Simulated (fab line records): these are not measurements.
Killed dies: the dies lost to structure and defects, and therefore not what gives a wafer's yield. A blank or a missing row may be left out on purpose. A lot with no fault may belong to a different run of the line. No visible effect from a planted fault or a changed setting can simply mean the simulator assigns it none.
fab line records	flow sky130
[record] lots = 6	wafers = 18	last_day = 50
route steps=708 shown SD_N@344 SD_P@359 RES_XHIGH@360 PAD_OPEN@708
lots with no fault: from the same line, run without faults
start_h: start of the lot's first displayed wafer, in hours after the record's first day	wait_h: how many hours have passed since the lot's step before this one	" same as the row above	L1.1+2: several wafers, shown together as one row	- no value, or no start was given	* or withheld: withheld	< > ~ a bound
route shown NAME@n: names a module that has steps shown in the file, with the first one's number in the route	usual: the fault-free wafers' mean and standard deviation	same: alike in all rows	chamber/n: place in a boat	sites: readings site by site	_std_site: standard deviation across them	_edge_site: the outer-site mean with the inner-site mean subtracted	radius_mm: how far each site lies from the wafer's centre	mask NAME#n: copy n	behind: the most recent tool/chamber to have shaped the wafer	hold: why the lot was held/for how many hours/how that ended	device: the transistor (n, p or np) that didn't switch	end of line: at the end of the route, the tests of the same wafers	where a step has no rows: the recipe by itself	killed: at the first sort, the dies lost to defects and structure; wafer yield is something else	map: dies across one wafer; x = killed, . = not, _ = none there
set.NAME: the setting as run; set.NAME@STEP: as run at that earlier step	model.NAME: the simulator's own value behind a step, which no gauge read
certain route steps with their lots: each step a table, each wafer a row
services: when a tool's chamber went out of use (start_h, in hours from the record's first day, below 0 if earlier), for how many hours, and the reason
[[steps]]
[step SKY_SD_N_COAT_02]
[recipe] resist = NOVOLAK	spin_rpm = 3000	resist_thk_nm = 1140
[step SKY_SD_N_SOFTBAKE_03]
[recipe] temp_c = 90	time_s = 60	resist = NOVOLAK
[step SKY_SD_N_EXPOSE_04]
[recipe] mask_id = NSDM	na = 0.6	source_shape = conventional	sigma_outer = 0.6	polarization = unpolarized	target_cd_nm = 380	dose_mj = 141
[step SKY_SD_N_PEB_05]
[recipe] temp_c = withheld	time_s = *	resist = NOVOLAK
[step SKY_SD_N_DEVELOP_06]
[recipe] resist = NOVOLAK	developer = TMAH	develop_time_s = 60	dev_temp_c = 23
[step SKY_SD_N_CD_MEAS_07]
[recipe] target_cd_nm = 380
[usual] cd_nm = 379.8/2.7
lot.wafer	tool	chamber	start_h	wait_h	cd_nm
L821.2	cd_sem-02	-	668.91	0.1	377.5
L821.3	"	-	"	"	377.8
L821.5	"	-	"	"	376.6
L823.2	cd_sem-01	-	681.57	0.1	382.4
L823.5	"	-	"	"	381.2
L823.6	"	-	"	"	383.5
L830.1	cd_sem-01	-	738.04	0.1	381.6
L830.3	"	-	"	"	382.0
L830.4	"	-	"	"	386.1
L831.2	cd_sem-02	-	743.08	0.1	379.9
L831.4	"	-	"	"	380.3
L831.5	"	-	"	"	381.3
L833.2	cd_sem-02	-	762.63	0.1	374.4
L833.3	"	-	"	"	377.3
L833.6	"	-	"	"	376.9
L840.1	cd_sem-01	-	814.19	0.1	380.3
L840.4	"	-	"	"	377.7
L840.5	"	-	"	"	378.2
[step SKY_SD_N_OVL_MEAS_08]
[usual] SD_N_OVL = -0.1/1.4
lot.wafer	tool	chamber	start_h	wait_h	SD_N_OVL[nm]
L821.2	overlay-01	-	669.01	0.1	-1.0
L821.3	"	-	"	"	-3.3
L821.5	"	-	"	"	-1.2
L823.2	overlay-02	-	681.68	0.1	-0.5
L823.5	"	-	"	"	-1.0
L823.6	"	-	"	"	1.3
L830.1	overlay-02	-	738.16	0.1	0.6
L830.3	"	-	"	"	-0.3
L830.4	"	-	"	"	1.2
L831.2	overlay-01	-	743.19	0.1	0.2
L831.4	"	-	"	"	0.4
L831.5	"	-	"	"	0.0
L833.2	overlay-01	-	762.74	0.1	0.4
L833.3	"	-	"	"	-2.4
L833.6	"	-	"	"	-1.9
L840.1	overlay-02	-	814.31	0.1	-1.5
L840.4	"	-	"	"	-2.2
L840.5	"	-	"	"	-3.1
[step SKY_SD_N_IMPLANT_09]
[recipe] species = As	energy_kev = 50	dose_cm2 = 4e+15	tilt_deg = 0
[step SKY_SD_N_IMPLANT_10]
[recipe] species = P	energy_kev = 20	dose_cm2 = 1e+14	tilt_deg = 0
[step SKY_SD_N_STRIP_11]
[recipe] chemistry = O2/N2	power_w = 1400	pressure_mtorr = 1500	platen_temp_c = withheld	o2_flow_sccm = 3000	n2_flow_sccm = 300	overash_fraction = 0.5
[usual] drypump_motor_current_A = 5.7/0.45	oes_product_au = 0.527/0.0044	strip_time_to_endpoint_s = 22.57/0.04
[same] overash_fraction = 0.5
lot.wafer	tool	chamber	start_h	wait_h	drypump_motor_current_A	oes_product_au	rf_hours_counter_h	strip_time_to_endpoint_s
L821.2	plasma_asher-01	0	669.34	0.1	5.3	0.518	89	22.58
L821.3	"	0	"	"	5.3	0.515	-	22.57
L821.5	"	0	"	"	5.3	0.533	-	22.58
L823.2	plasma_asher-04	0	682.01	0.1	5.8	0.516	99	22.58
L823.5	"	1	"	"	5.9	0.527	-	22.54
L823.6	"	0	"	"	5.8	0.526	-	22.56
L830.1	plasma_asher-02	0	738.49	0.1	6.6	0.530	57	22.57
L830.3	"	0	"	"	6.6	0.519	-	22.54
L830.4	"	1	"	"	5.5	0.531	-	22.52
L831.2	plasma_asher-02	1	743.52	0.1	5.5	0.528	57	22.52
L831.4	"	0	"	"	6.6	0.525	-	22.55
L831.5	"	1	"	"	5.4	0.522	-	22.54
L833.2	plasma_asher-01	0	763.07	0.1	5.3	0.534	98	22.54
L833.3	"	0	"	"	5.3	0.529	-	22.55
L833.6	"	1	"	"	5.7	0.528	-	22.59
L840.1	plasma_asher-01	1	814.64	0.1	5.7	0.534	103	22.50
L840.4	"	0	"	"	5.2	0.534	-	22.48
L840.5	"	0	"	"	5.3	0.526	-	22.52
[step SKY_SD_N_TW_MEAS_12]
[usual] SD_N_TW = 3989/44
lot.wafer	tool	chamber	start_h	wait_h	SD_N_TW
L821.2	film_metro-03	-	669.45	0.1	3945
L821.3	"	-	"	"	3952
L821.5	"	-	"	"	3933
L823.2	film_metro-01	-	682.12	0.1	3991
L823.5	"	-	"	"	4018
L823.6	"	-	"	"	3990
L830.1	film_metro-02	-	738.59	0.1	4041
L830.3	"	-	"	"	4047
L830.4	"	-	"	"	4055
L831.2	film_metro-02	-	743.63	0.1	4057
L831.4	"	-	"	"	4055
L831.5	"	-	"	"	4070
L833.2	film_metro-02	-	763.18	0.1	4022
L833.3	"	-	"	"	4030
L833.6	"	-	"	"	4012
L840.1	film_metro-03	-	814.74	0.1	3948
L840.4	"	-	"	"	3947
L840.5	"	-	"	"	3946
[step SKY_SD_N_CLEAN_13]
[recipe] chemistry = SC1/SC2	mix = 1:4:20	temp_c = 70	time_s = 150	dry = n2_spin
[step SKY_SD_N_RTA_14]
[recipe] temp_c = 1075	time_s = 2	idle_temp_c = 650	ramp_up_c_per_s = 150	ramp_down_c_per_s = 90	ambient = N2
[usual] chamber_o2_ppm = 2.001/0.02	lamp_power_pct = 15.74/0.048	ramp_down_c_per_s = 89.997/0.015	wafer_temp_C_max = 1078.1/1.3
lot.wafer	tool	chamber	start_h	wait_h	chamber_o2_ppm	lamp_power_pct	ramp_down_c_per_s	wafer_temp_C_max
L821.2	rtp_anneal-01	0	669.56	0.0	2.011	15.70	90.012	1076.6
L821.3	"	0	"	"	1.973	15.75	89.997	1077.7
L821.5	"	0	"	"	2.014	15.68	90.000	1080.3
L823.2	rtp_anneal-01	0	682.23	0.0	1.964	15.73	89.986	1077.3
L823.5	"	0	"	"	1.989	15.75	89.982	1080.9
L823.6	"	0	"	"	2.012	15.79	89.987	1076.9
L830.1	rtp_anneal-02	0	738.70	0.0	1.993	15.77	90.024	1078.2
L830.3	"	0	"	"	2.018	15.72	90.007	1076.5
L830.4	"	0	"	"	2.006	15.72	89.994	1076.8
L831.2	rtp_anneal-01	0	743.74	0.0	1.984	15.28	89.992	1080.1
L831.4	"	0	"	"	2.019	15.38	90.003	1080.0
L831.5	"	0	"	"	2.000	15.41	89.979	1077.3
L833.2	rtp_anneal-01	0	763.29	0.0	2.034	15.43	89.996	1080.2
L833.3	"	0	"	"	1.983	15.38	90.009	1081.7
L833.6	"	0	"	"	1.993	15.37	89.971	1077.8
L840.1	rtp_anneal-02	0	814.85	0.0	2.000	15.66	89.988	1082.4
L840.4	"	0	"	"	2.009	15.78	89.966	1077.4
L840.5	"	0	"	"	2.050	15.73	89.984	1079.6
[step SKY_SD_N_RS_MEAS_16]
[recipe] thk_meas_gauge = four-point-probe
[usual] SD_N_RS = 68.67/0.12
lot.wafer	tool	chamber	start_h	wait_h	SD_N_RS[ohm/sq]
L821.2	film_metro-02	-	669.75	0.1	68.87
L821.3	"	-	"	"	68.60
L821.5	"	-	"	"	68.96
L823.2	film_metro-01	-	682.41	0.1	68.49
L823.5	"	-	"	"	68.53
L823.6	"	-	"	"	68.55
L830.1	film_metro-01	-	738.88	0.1	68.61
L830.3	"	-	"	"	68.83
L830.4	"	-	"	"	68.56
L831.2	film_metro-01	-	743.92	0.1	70.50
L831.4	"	-	"	"	70.53
L831.5	"	-	"	"	70.54
L833.2	film_metro-01	-	763.47	0.1	70.69
L833.3	"	-	"	"	70.60
L833.6	"	-	"	"	70.51
L840.1	film_metro-01	-	815.03	0.1	68.60
L840.4	"	-	"	"	68.74
L840.5	"	-	"	"	68.68
[step SKY_SD_N_RS_MEAS_17]
[recipe] thk_meas_gauge = four-point-probe
[usual] SD_P_RS = 147.3/0.4
lot.wafer	tool	chamber	start_h	wait_h	SD_P_RS[ohm/sq]
L821.2	film_metro-02	-	669.87	0.1	148.1
L821.3	"	-	"	"	147.5
L821.5	"	-	"	"	148.2
L823.2	film_metro-01	-	682.53	0.1	146.8
L823.5	"	-	"	"	146.7
L823.6	"	-	"	"	146.8
L830.1	film_metro-01	-	739.00	0.1	147.1
L830.3	"	-	"	"	146.9
L830.4	"	-	"	"	147.0
L831.2	film_metro-01	-	744.04	0.1	157.7
L831.4	"	-	"	"	157.3
L831.5	"	-	"	"	157.1
L833.2	film_metro-01	-	763.59	0.1	157.5
L833.3	"	-	"	"	157.3
L833.6	"	-	"	"	157.6
L840.1	film_metro-01	-	815.15	0.1	147.1
L840.4	"	-	"	"	148.2
L840.5	"	-	"	"	147.3
[step SKY_SD_N_RS_MEAS_18]
[recipe] thk_meas_gauge = four-point-probe
[usual] RES_XHIGH_RS = 334.2/1.4
lot.wafer	tool	chamber	start_h	wait_h	RES_XHIGH_RS[ohm/sq]
L821.2	film_metro-02	-	669.99	0.1	333.2
L821.3	"	-	"	"	333.2
L821.5	"	-	"	"	332.0
L823.2	film_metro-01	-	682.65	0.1	334.5
L823.5	"	-	"	"	333.7
L823.6	"	-	"	"	333.8
L830.1	film_metro-01	-	739.12	0.1	334.5
L830.3	"	-	"	"	335.4
L830.4	"	-	"	"	334.0
L831.2	film_metro-01	-	744.16	0.1	335.7
L831.4	"	-	"	"	336.1
L831.5	"	-	"	"	335.0
L833.2	film_metro-01	-	763.71	0.1	333.3
L833.3	"	-	"	"	332.7
L833.6	"	-	"	"	334.1
L840.1	film_metro-01	-	815.27	0.1	333.8
L840.4	"	-	"	"	332.4
L840.5	"	-	"	"	333.2
[step SKY_PAD_OPEN_PROBE_99]
[usual] killed_at_M0_to_M3 = 45/7.3	killed_at_M4_up = 3.2/1.8	killed_at_contacts = 25/5.5	killed_at_front_end = 15/4.2	killed_at_other = 0.3/0.69	killed_dies = 89/9.4	killed_on_rim = 17/3.8	killed_open = 49/6.6	killed_short = 40/6.4
[same] gross_dies = 492	killed_at_back_side = 0
lot.wafer	tool	chamber	start_h	wait_h	killed_at_M0_to_M3	killed_at_M4_up	killed_at_contacts	killed_at_front_end	killed_at_other	killed_dies	killed_on_rim	killed_open	killed_short	model.etest.res_xhigh_po.line_ohm_um	model.etest.res_xhigh_po.rs_ohm_sq	model.etest.pfet_01v8.r_on_ohm_um	model.etest.res_pdiff.line_ohm_um	model.etest.res_high_po.line_ohm_um	model.etest.licon_high_po.rc_ohm	model.etest.res_high_po.rs_ohm_sq	model.etest.res_pdiff_hv.rs_ohm_sq
L821.2	prober-02	-	1092.07	0.1	58	5	25	18	0	106	19	56	50	5883	2105	3061	1399	773.4	371.8	272.2	196.7
L821.3	prober-02	-	1092.12	0.2	49	5	26	14	0	94	18	60	34	5816	2028	3012	1418	761.4	375.1	264.5	196.4
L821.5	prober-02	-	1092.22	0.2	60	2	29	16	0	107	23	60	47	5721	2000	2996	1423	756.7	369.9	266.4	196.7
L823.2	prober-02	-	1100.71	0.1	35	2	25	18	1	81	13	44	37	5888	2057	2856	1346	757	342.2	265.1	187.8
L823.5	prober-02	-	1100.86	0.2	54	3	26	15	0	98	23	53	43	5624	1965	2807	1347	729.2	346.9	257.4	186.8
L823.6	prober-02	-	1100.91	0.2	45	3	19	17	1	85	20	51	33	5961	2101	2803	1371	758.4	359.8	266	188
L830.1	prober-01	-	1143.96	0.1	43	3	22	26	0	94	17	53	41	5655	1986	2845	1377	750.2	340.4	258.9	189.2
L830.3	prober-01	-	1144.06	0.2	51	3	16	12	3	85	14	48	36	5597	1959	2844	1364	723.8	320.8	257.6	191.1
L830.4	prober-01	-	1144.11	0.2	38	1	19	25	0	83	14	49	34	5550	1933	2876	1354	730.2	344.2	257.4	187.6
L831.2	prober-02	-	1145.56	0.1	46	0	30	17	0	93	20	58	33	6467	2292	3080	1500	828	402.9	285.6	211
L831.4	prober-02	-	1145.66	0.2	45	1	22	14	2	84	15	42	40	6824	2384	3085	1476	847.4	436.2	293.3	209.5
L831.5	prober-02	-	1145.71	0.2	58	4	29	9	0	100	21	55	45	6524	2301	3102	1474	815.1	416	287.1	207.8
L833.2	prober-02	-	1159.58	0.1	60	3	20	16	2	101	27	38	63	6694	2352	3088	1466	845	422.3	295.9	207.3
L833.3	prober-02	-	1159.63	0.2	39	9	20	14	0	82	14	47	33	6423	2260	3094	1423	825	415.1	288.9	206.5
L833.6	prober-02	-	1159.78	0.2	49	5	21	12	0	87	19	42	45	6503	2253	3062	1497	822.6	405.6	287.1	206.4
L840.1	prober-01	-	1189.58	0.1	42	5	38	15	0	100	18	43	57	5490	1935	2885	1342	725.7	350.4	255.3	191.7
L840.4	prober-01	-	1189.73	0.2	38	4	25	22	0	89	18	45	42	6071	2099	2877	1337	759.7	375.2	268.1	192.9
L840.5	prober-01	-	1189.78	0.2	50	5	35	18	0	108	14	53	53	5880	2062	2877	1355	748.8	365.6	264.8	192.1
// killed by level:class
L821.2 VIA1:geometric_particle:short=12 VIA1:geometric_particle:open=10 LI_CONTACT:geometric_particle:open=9 VIA3:geometric_particle:open=9 CONTACT:geometric_particle:short=7 VIA2:geometric_particle:open=7 METAL1:geometric_particle:short=6 FIELD_ISO:geometric_particle:short=5
L821.3 VIA3:geometric_particle:open=12 CONTACT:geometric_particle:open=12 VIA1:geometric_particle:open=11 LI_CONTACT:geometric_particle:open=7 METAL1:geometric_particle:short=7 FIELD_ISO:geometric_particle:short=6 METAL4:geometric_particle:short=5 VIA2:geometric_particle:open=5
L821.5 VIA1:geometric_particle:open=14 LI_CONTACT:geometric_particle:open=12 VIA2:geometric_particle:open=9 CONTACT:geometric_particle:open=8 METAL1:geometric_particle:short=8 VIA1:geometric_particle:short=7 VIA3:geometric_particle:open=6 FIELD_ISO:geometric_particle:short=5
L823.2 CONTACT:geometric_particle:open=11 VIA1:geometric_particle:open=7 METAL2:geometric_particle:short=7 POLY_GATE:geometric_particle:short=6 CONTACT:geometric_particle:short=6 VIA1:geometric_particle:short=6 VIA2:geometric_particle:open=5 FIELD_ISO:geometric_particle:open=4
L823.5 VIA1:geometric_particle:open=17 CONTACT:geometric_particle:open=9 CONTACT:geometric_particle:short=7 METAL1:geometric_particle:short=6 VIA2:geometric_particle:short=6 VIA2:geometric_particle:open=6 LI_CONTACT:geometric_particle:open=4 METAL2:geometric_particle:open=4
L823.6 VIA2:geometric_particle:open=9 VIA1:geometric_particle:open=8 CONTACT:geometric_particle:open=8 METAL1:geometric_particle:short=6 VIA3:geometric_particle:open=5 FIELD_ISO:geometric_particle:short=4 POLY_CUT:geometric_particle:open=4 LI_CONTACT:geometric_particle:open=4
L830.1 CONTACT:geometric_particle:open=10 VIA1:geometric_particle:open=10 FIELD_ISO:geometric_particle:short=7 POLY_GATE:geometric_particle:short=6 LI_CONTACT:geometric_particle:open=6 METAL1:geometric_particle:short=6 VIA3:geometric_particle:open=6 FIELD_ISO:geometric_particle:open=5
L830.3 VIA1:geometric_particle:open=16 VIA3:geometric_particle:open=10 CONTACT:geometric_particle:open=9 METAL1:geometric_particle:short=7 FIELD_ISO:geometric_particle:short=5 LOCAL_INTERCONNECT:geometric_particle:short=5 METAL2:geometric_particle:short=5 POLY_GATE:geometric_particle:open=4
L830.4 CONTACT:geometric_particle:open=10 VIA1:geometric_particle:open=10 FIELD_ISO:geometric_particle:open=7 FIELD_ISO:geometric_particle:short=6 METAL2:geometric_particle:short=5 METAL1:geometric_particle:short=5 VIA2:geometric_particle:open=4 VIA3:geometric_particle:open=4
L831.2 VIA1:geometric_particle:open=13 CONTACT:geometric_particle:open=12 LI_CONTACT:geometric_particle:open=9 VIA2:geometric_particle:open=8 LOCAL_INTERCONNECT:geometric_particle:short=5 VIA1:geometric_particle:short=5 VIA3:geometric_particle:open=5 FIELD_ISO:geometric_particle:open=4
L831.4 CONTACT:geometric_particle:open=8 VIA1:geometric_particle:open=8 VIA3:geometric_particle:open=8 METAL1:geometric_particle:short=6 CONTACT:geometric_particle:short=5 VIA1:geometric_particle:short=5 FIELD_ISO:geometric_particle:short=4 LI_CONTACT:geometric_particle:open=4
L831.5 VIA1:geometric_particle:open=12 CONTACT:geometric_particle:open=12 VIA3:geometric_particle:open=12 CONTACT:geometric_particle:short=9 METAL1:geometric_particle:short=9 LOCAL_INTERCONNECT:geometric_particle:short=6 VIA2:geometric_particle:open=6 METAL2:geometric_particle:short=5
L833.2 VIA1:geometric_particle:open=15 POLY_GATE:geometric_particle:short=10 METAL2:geometric_particle:short=8 METAL1:geometric_particle:short=8 CONTACT:geometric_particle:short=7 CONTACT:geometric_particle:open=6 VIA3:geometric_particle:open=6 VIA1:geometric_particle:short=5
L833.3 VIA1:geometric_particle:open=14 CONTACT:geometric_particle:open=8 VIA2:geometric_particle:open=8 FIELD_ISO:geometric_particle:short=6 METAL4:geometric_particle:short=6 FIELD_ISO:geometric_particle:open=5 LI_CONTACT:geometric_particle:open=4 CONTACT:geometric_particle:short=3
L833.6 VIA2:geometric_particle:open=11 VIA1:geometric_particle:open=8 CONTACT:geometric_particle:open=7 LOCAL_INTERCONNECT:geometric_particle:short=6 VIA1:geometric_particle:short=6 VIA3:geometric_particle:open=6 FIELD_ISO:geometric_particle:short=5 CONTACT:geometric_particle:short=5
L840.1 LI_CONTACT:geometric_particle:open=11 CONTACT:geometric_particle:open=11 FIELD_ISO:geometric_particle:short=6 LI_CONTACT:geometric_particle:short=6 METAL2:geometric_particle:short=6 VIA3:geometric_particle:short=6 VIA2:geometric_particle:short=5 LOCAL_INTERCONNECT:geometric_particle:short=5
L840.4 CONTACT:geometric_particle:open=9 LI_CONTACT:geometric_particle:open=7 FIELD_ISO:geometric_particle:open=6 VIA1:geometric_particle:open=6 METAL2:geometric_particle:short=6 CONTACT:geometric_particle:short=5 VIA2:geometric_particle:open=5 FIELD_ISO:geometric_particle:short=4
L840.5 VIA1:geometric_particle:open=9 CONTACT:geometric_particle:open=9 VIA3:geometric_particle:open=9 LI_CONTACT:geometric_particle:short=8 CONTACT:geometric_particle:short=8 METAL1:geometric_particle:short=8 METAL2:geometric_particle:short=7 VIA2:geometric_particle:open=7
[[services]]
tool	chamber	start_h	hours	kind
plasma_asher-01	-	728.96	0.9	repair
plasma_asher-04	-	733.75	9.0	pm
plasma_asher-04	0	733.75	9.0	vent_cycle
plasma_asher-04	1	733.75	9.0	vent_cycle
plasma_asher-04	0	742.75	-	clean
plasma_asher-04	1	742.75	-	clean
rtp_anneal-01	-	751.71	1.4	repair
rtp_anneal-01	-	783.31	0.8	pm
[[key]]
[first_sign] step = SKY_SD_N_RTA_14	reading = lamp_power_pct	direction = down	sigmas = 7.6	usual = 15.74	struck = 15.38
[effect] step = SKY_SD_N_RS_MEAS_16	reading = SD_N_RS	direction = up	sigmas = 15	usual = 68.67	struck = 70.56
[effect] step = SKY_SD_N_RS_MEAS_17	reading = SD_P_RS	direction = up	sigmas = 25	usual = 147.3	struck = 157.4
[model_effect] step = SKY_PAD_OPEN_PROBE_99	value = etest.res_xhigh_po.line_ohm_um	without = 5886	struck = 6572
met_at SKY_SD_N_RTA_14
struck_wafers L831.2,L831.4,L831.5,L833.2,L833.3,L833.6
tester_left_out L831,L833
onset_between 682.23 743.74
[fault] kind = process_parameter_drift	tool = rtp_anneal-01	chamber = -	onset_h = 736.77	steps = SKY_SD_N_RTA_14	channel = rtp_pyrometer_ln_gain	offset = 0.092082	shape = step	end_h = 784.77
// tester_left_out: of these lots the tester's yield and bins aren't shown, on N5 and GAA mostly nor the transistor test; their killed dies are dies lost to structure and defects alone, not to doping, threshold or leakage, so they don't give the yield
